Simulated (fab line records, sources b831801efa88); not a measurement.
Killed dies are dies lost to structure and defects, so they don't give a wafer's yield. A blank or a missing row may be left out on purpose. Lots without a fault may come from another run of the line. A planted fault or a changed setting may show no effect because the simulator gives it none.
Which tool did it? | flow sky130 | 13 lots, 39 wafers sampled, at 1 step of a route of 708

WHAT THE GAUGES READ, wafer by wafer
SKY_VT_ADJUST_NCORE_OVL_MEAS_08.
lot  | measured     | on         | VT_ADJUST_NCORE_OVL (nm)
L201 | day 9 00:55  | overlay-02 | 1.9 2.8 2.7
L202 | day 9 02:58  | overlay-02 | -0.5 -2.5 -2.4
L204 | day 9 12:40  | overlay-01 | 0.5 -0.2 -2.3
L205 | day 9 22:18  | overlay-01 | 0.7 0.1 -2.1
L210 | day 11 08:58 | overlay-01 | -0.7 -1.3 -2.0
L211 | day 11 16:04 | overlay-02 | 0.9 0.2 -2.0
L213 | day 12 06:03 | overlay-01 | -2.7 -0.2 -2.1
L214 | day 12 11:52 | overlay-02 | -0.7 -0.7 -0.6
L215 | day 12 16:21 | overlay-02 | -1.4 1.1 -0.5
L218 | day 13 14:22 | overlay-02 | -0.2 -0.4 -1.8
L221 | day 14 12:36 | overlay-01 | -4.2 -2.5 -3.1
L222 | day 15 00:43 | overlay-01 | 0.7 -0.2 1.0
L224 | day 15 13:55 | overlay-01 | -1.9 0.1 0.2

WHICH TOOL RAN EACH LOT (tool, then ch and the chambers of the sampled wafers, then the start)
The record holds no process step before these readings.

WHAT THE TOOLS THEMSELVES READ (means of the sampled wafers that have a number; where no wafer has one, the mark that the record gives instead)
The record holds no such reading with a usual standard deviation.

THE ANSWER, worked out from the rows above alone
Rule: what is usual is taken from the lots themselves. Put in order of their means at a reading, lots are off if they are a third of the lots or fewer, leave a main group of 4 or more, and stand apart from it by a gap of 3 or more times the standard deviation of the main group's means; of several such gaps the widest counts. A main group whose means are all the same, to the digits that the tables above print for the reading, isn't used. A lot without any number at a reading at which 4 lots or more have one is off too. The other lots that the step has rows for count as sound. The gauges are gone through in route order, then the tools' own readings, and for those a lot's mean is taken as printed above. The first step at which some lot is off is used, and at that step the reading that is off furthest; a lot without a number counts as furthest.
No lot is off at any reading shown: from this, nothing can be told.

WHAT THE SIMULATOR HAD PUT IN
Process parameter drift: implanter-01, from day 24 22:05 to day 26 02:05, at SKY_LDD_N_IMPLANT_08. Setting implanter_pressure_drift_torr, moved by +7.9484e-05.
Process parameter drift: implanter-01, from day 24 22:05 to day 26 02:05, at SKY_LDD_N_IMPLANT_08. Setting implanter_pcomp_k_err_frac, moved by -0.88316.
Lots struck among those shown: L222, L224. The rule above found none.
